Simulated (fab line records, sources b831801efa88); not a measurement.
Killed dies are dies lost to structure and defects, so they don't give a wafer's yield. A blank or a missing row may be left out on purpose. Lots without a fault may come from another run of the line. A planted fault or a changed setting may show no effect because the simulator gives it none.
Chamber matching | flow sky130 | SKY_LI_CONTACT_CMP_24 on cmp-02: 4 sister chambers
The step polishes, stops on PSG, t overpolish 20 s, target thk 0 nm. 4 wafers are shown with their chamber, then 8 later ones without.

WAFERS WITH THEIR CHAMBER
wafer  | chamber | motor_current_A (A)
L691.6 | 0       | 12.6
L692.6 | 1       | 10.6
L698.5 | 2       | 11.2
L700.1 | 3       | 12.3

WAFERS WITHOUT THEIR CHAMBER
wafer  | motor_current_A (A)
L700.3 | 12.2
L700.6 | 11.6
L699.1 | 12.2
L699.2 | 10.7
L699.4 | 11.3
L705.2 | 11.8
L705.3 | 12.1
L705.5 | 12.0

WHICH CHAMBER EACH WENT THROUGH
wafer  | from the rows above          | in truth
L700.3 | can't be placed: 3 or 0      | 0
L700.6 | can't be placed: 2 or 3      | 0
L699.1 | can't be placed: 3 or 0      | 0
L699.2 | can't be placed: 1 or 2      | 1
L699.4 | 2                            | 2
L705.2 | can't be placed: 3 or 2 or 0 | 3
L705.3 | can't be placed: 3 or 0      | 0
L705.5 | can't be placed: 3 or 0 or 2 | 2
Placed correctly: 1 of 8. Can't be placed from these rows: 7 (the true chamber is among the candidates in 6). Placed wrongly: 0.
How it was worked out, from the rows above alone: a wafer's distance from a chamber is the root of the sum, over the readings, of the square of ((its reading less the chamber's mean) divided by the reading's scatter). The wafer belongs to the nearest chamber; if the next one is less than 2 further off, it can't be placed. A chamber's mean is the mean of its shown wafers. The scatter: with one shown wafer a chamber, the root of the mean of the squares of how far each hidden wafer lies from its nearest shown one.
